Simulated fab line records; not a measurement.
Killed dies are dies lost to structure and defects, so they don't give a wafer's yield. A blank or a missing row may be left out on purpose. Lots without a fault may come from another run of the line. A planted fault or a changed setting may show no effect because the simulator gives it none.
Matching of chambers -- flow sky130 -- cmp-02 running SKY_VIA1_CMP_02: 4 sister chambers
The step polishes SiO2. 24 wafers are shown with their chamber, then 12 later ones without.

WAFERS WITH THEIR CHAMBER
wafer,chamber,motor_current_A (A),slurry_flow_ml_min
L075.2,2,12.0,149.9
L075.3,3,12.2,150.7
L075.6,3,12.5,150.5
L078.2,1,13.3,150.2
L078.3,2,11.9,149.9
L078.5,1,13.7,149.7
L082.2,0,11.1,149.2
L082.3,2,12.3,149.9
L082.5,1,13.3,150.2
L085.1,1,13.6,148.7
L085.5,1,14.2,149.3
L085.6,2,11.7,149.7
L086.1,1,14.4,150.1
L086.2,2,11.8,149.0
L086.6,2,11.4,149.6
L088.2,2,12.1,150.2
L088.3,3,12.6,150.6
L088.5,1,12.9,149.3
L089.1,1,13.2,150.1
L089.4,2,11.9,149.1
L089.5,1,13.2,149.1
L090.3,0,11.5,149.5
L090.4,1,13.4,149.7
L090.6,0,11.4,150.1

SIGNATURES, as means of the wafers listed above
reading,chamber 0,chamber 1,chamber 2,chamber 3,scatter within a chamber
motor_current_A,11.333,13.520,11.887,12.433,0.365
slurry_flow_ml_min,149.600,149.640,149.662,150.600,0.454
Rule: distance of a wafer from a chamber = root of the sum over the readings of ((wafer's reading minus chamber's mean) / reading's scatter) squared. The wafer belongs to the nearest chamber; if the next one is less than 2 further off, it can't be placed. The scatter: the root of (the sum of the squares of (reading less its chamber's mean) over the shown wafers, divided by (wafers less chambers)).

WAFERS MISSING THEIR CHAMBER
wafer,motor_current_A (A),slurry_flow_ml_min
L094.1,11.4,150.3
L094.5,11.4,150.1
L094.6,12.1,149.5
L093.1,13.6,150.1
L093.2,12.1,149.7
L093.6,13.5,150.2
L095.3,11.8,149.8
L095.5,12.4,150.0
L095.6,11.5,149.7
L096.1,11.7,150.0
L096.3,11.8,149.7
L096.4,13.8,149.5

CHAMBER TAKEN BY EACH
wafer,from the rows above,in truth
L094.1,can't be placed: 0 or 2 or 3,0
L094.5,can't be placed: 0 or 2 or 3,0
L094.6,can't be placed: 2 or 0 or 3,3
L093.1,1,1
L093.2,can't be placed: 2 or 0 or 3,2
L093.6,can't be placed: 1 or 3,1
L095.3,can't be placed: 2 or 0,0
L095.5,can't be placed: 3 or 2 or 0 or 1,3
L095.6,can't be placed: 0 or 2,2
L096.1,can't be placed: 2 or 0 or 3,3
L096.3,can't be placed: 2 or 0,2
L096.4,1,1
Correct placement for 2 of the 12. Cannot be placed on the basis of these rows: 10; the candidates contain the true chamber in 10. Wrongly placed: 0.
